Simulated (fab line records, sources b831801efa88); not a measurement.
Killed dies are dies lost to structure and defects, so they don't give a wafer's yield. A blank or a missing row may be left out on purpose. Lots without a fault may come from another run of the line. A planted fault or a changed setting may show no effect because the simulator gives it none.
Which tool did it? | flow sky130 | 12 lots, 35 wafers sampled, at 5 steps of a route of 708

WHAT THE GAUGES READ, wafer by wafer
SKY_VIA3_THK_MEAS_01.
lot  | measured     | on            | VIA3_HDPCVD_THK (nm)
L702 | day 38 09:22 | film_metro-03 | 1613 1648 1624
L703 | day 38 19:28 | film_metro-04 | 1658 1630 1639
L704 | day 39 07:24 | film_metro-02 | 1628 1625 1620
L706 | day 40 01:01 | film_metro-04 | 1663 1677 1670
L705 | day 40 01:16 | film_metro-04 | 1642 1644 1647
L708 | day 40 12:09 | film_metro-03 | 1614 1709 1612 1711
L718 | day 43 03:26 | film_metro-03 | 1610 1623 1604
L720 | day 44 03:38 | film_metro-04 | 1609 1610 1628
L722 | day 44 14:19 | film_metro-03 | 1631 1643 1659
L723 | day 44 15:31 | film_metro-02 | 1640 1648 1620
L724 | day 44 19:03 | film_metro-04 | 1646 1631 1658
L725 | day 45 06:35 | film_metro-04 | 1653 1646 1644

SKY_VIA3_BOW_MEAS_03.
lot  | measured     | on            | VIA3_BOW (um)
L702 | day 38 09:44 | film_metro-03 | 74 81 87
L703 | day 38 19:55 | film_metro-02 | 84 78 78
L704 | day 39 07:47 | film_metro-04 | 92 85 82
L706 | day 40 01:23 | film_metro-03 | 74 56 76
L705 | day 40 01:41 | film_metro-04 | 77 76 85
L708 | day 40 13:54 | film_metro-02 | 85 70
L718 | day 43 03:47 | film_metro-04 | 88 97 80
L720 | day 44 04:01 | film_metro-02 | 80 73 86
L722 | day 44 14:41 | film_metro-04 | 80 79 72
L723 | day 44 15:55 | film_metro-04 | 79 84 66
L724 | day 44 19:25 | film_metro-02 | 70 93 85
L725 | day 45 06:57 | film_metro-04 | 79 83 85

SKY_VIA3_OVL_MEAS_13.
lot  | measured     | on         | VIA3_OVL (nm)
L702 | day 39 10:41 | overlay-01 | 1 -7 -4
L703 | day 39 20:43 | overlay-02 | 6 -1 0
L704 | day 40 08:11 | overlay-01 | -4 -5 -10
L706 | day 41 01:59 | overlay-02 | -1 -3 -20
L705 | day 41 02:20 | overlay-02 | -9 -8 -8
L708 | day 41 12:59 | overlay-02 | -3 -4
L718 | day 44 03:44 | overlay-02 | 4 -3 2
L720 | day 45 02:26 | overlay-02 | -5 -13 -5
L722 | day 45 13:14 | overlay-02 | 7 1 4
L723 | day 45 13:36 | overlay-02 | 4 -2 -6
L724 | day 45 16:43 | overlay-01 | 3 3 6
L725 | day 46 03:50 | overlay-02 | 6 3 -3

WHICH TOOL RAN EACH LOT (tool, then ch and the chambers of the sampled wafers, then the start)
lot  | SKY_METAL3_ETCH_17                 | SKY_VIA3_HDPCVD_00
L702 | rie_diel-04 ch 2,3, day 38 08:22   | hdpcvd-01 ch 0,1,2, day 38 09:12
L703 | rie_diel-04 ch 0,1,3, day 38 18:31 | hdpcvd-01 ch 0,1, day 38 19:18
L704 | rie_diel-03 ch 0,2,3, day 39 06:23 | hdpcvd-02 ch 0,2, day 39 07:13
L706 | rie_diel-03 ch 0,3, day 40 00:02   | hdpcvd-01 ch 0,1, day 40 00:49
L705 | rie_diel-04 ch 0,1, day 40 00:17   | hdpcvd-01 ch 1,2, day 40 01:05
L708 | rie_diel-03 ch 0, day 40 11:10     | hdpcvd-01 ch 0,2, day 40 11:58
L718 | rie_diel-04 ch 0,1,3, day 43 02:28 | hdpcvd-02 ch 0,1,2, day 43 03:16
L720 | rie_diel-03 ch 1,2,3, day 44 02:37 | hdpcvd-02 ch 1,2, day 44 03:26
L722 | rie_diel-03 ch 0,1,2, day 44 12:56 | hdpcvd-01 ch 0,2, day 44 14:08
L723 | rie_diel-04 ch 0,1,2, day 44 13:56 | hdpcvd-01 ch 0,1,2, day 44 15:25
L724 | rie_diel-02 ch 0,2, day 44 17:37   | hdpcvd-01 ch 0,1,2, day 44 18:53
L725 | rie_diel-04 ch 0,1,2, day 45 05:35 | hdpcvd-01 ch 1,2, day 45 06:25
- SKY_METAL3_ETCH_17: etches SiO2 in C4F8/O2/Ar, stops on TiN, time 3.9 s, target depth 15 nm.
- SKY_VIA3_HDPCVD_00: deposits SiO2, target thk 1635 nm, time 272.5 s.

WHAT THE TOOLS THEMSELVES READ (means of the sampled wafers that have a number; where no wafer has one, the mark that the record gives instead)
SKY_METAL3_ETCH_17.
lot  | tool        | oes_product_au (a.u.)
L702 | rie_diel-04 | 0.761
L703 | rie_diel-04 | 0.759
L704 | rie_diel-03 | 0.760
L706 | rie_diel-03 | 0.759
L705 | rie_diel-04 | 0.762
L708 | rie_diel-03 | 0.756
L718 | rie_diel-04 | 0.747
L720 | rie_diel-03 | 0.752
L722 | rie_diel-03 | 0.747
L723 | rie_diel-04 | 0.754
L724 | rie_diel-02 | 0.745
L725 | rie_diel-04 | 0.745

SKY_VIA3_HDPCVD_00.
lot  | tool      | run_length_s (s)
L702 | hdpcvd-01 | 300.3
L703 | hdpcvd-01 | 300.3
L704 | hdpcvd-02 | 300.9
L706 | hdpcvd-01 | 299.9
L705 | hdpcvd-01 | 300.2
L708 | hdpcvd-01 | 304.9
L718 | hdpcvd-02 | 300.5
L720 | hdpcvd-02 | 300.3
L722 | hdpcvd-01 | 300.2
L723 | hdpcvd-01 | 300.3
L724 | hdpcvd-01 | 300.1
L725 | hdpcvd-01 | 300.5

THE ANSWER, worked out from the rows above alone
Rule: what is usual is taken from the lots themselves. Put in order of their means at a reading, lots are off if they are a third of the lots or fewer, leave a main group of 4 or more, and stand apart from it by a gap of 3 or more times the standard deviation of the main group's means; of several such gaps the widest counts. A main group whose means are all the same, to the digits that the tables above print for the reading, isn't used. A lot without any number at a reading at which 4 lots or more have one is off too. The other lots that the step has rows for count as sound. The gauges are gone through in route order, then the tools' own readings, and for those a lot's mean is taken as printed above. The first step at which some lot is off is used, and at that step the reading that is off furthest; a lot without a number counts as furthest.
Off: L708, at SKY_VIA3_HDPCVD_00 (run_length_s). The main group: mean 300.3 s, standard deviation 0.24.
A tool fits if, at that step or a process step before it, it ran every lot that is off, and no sound lot after the first of them. None of those tried fits.

WHAT THE SIMULATOR HAD PUT IN
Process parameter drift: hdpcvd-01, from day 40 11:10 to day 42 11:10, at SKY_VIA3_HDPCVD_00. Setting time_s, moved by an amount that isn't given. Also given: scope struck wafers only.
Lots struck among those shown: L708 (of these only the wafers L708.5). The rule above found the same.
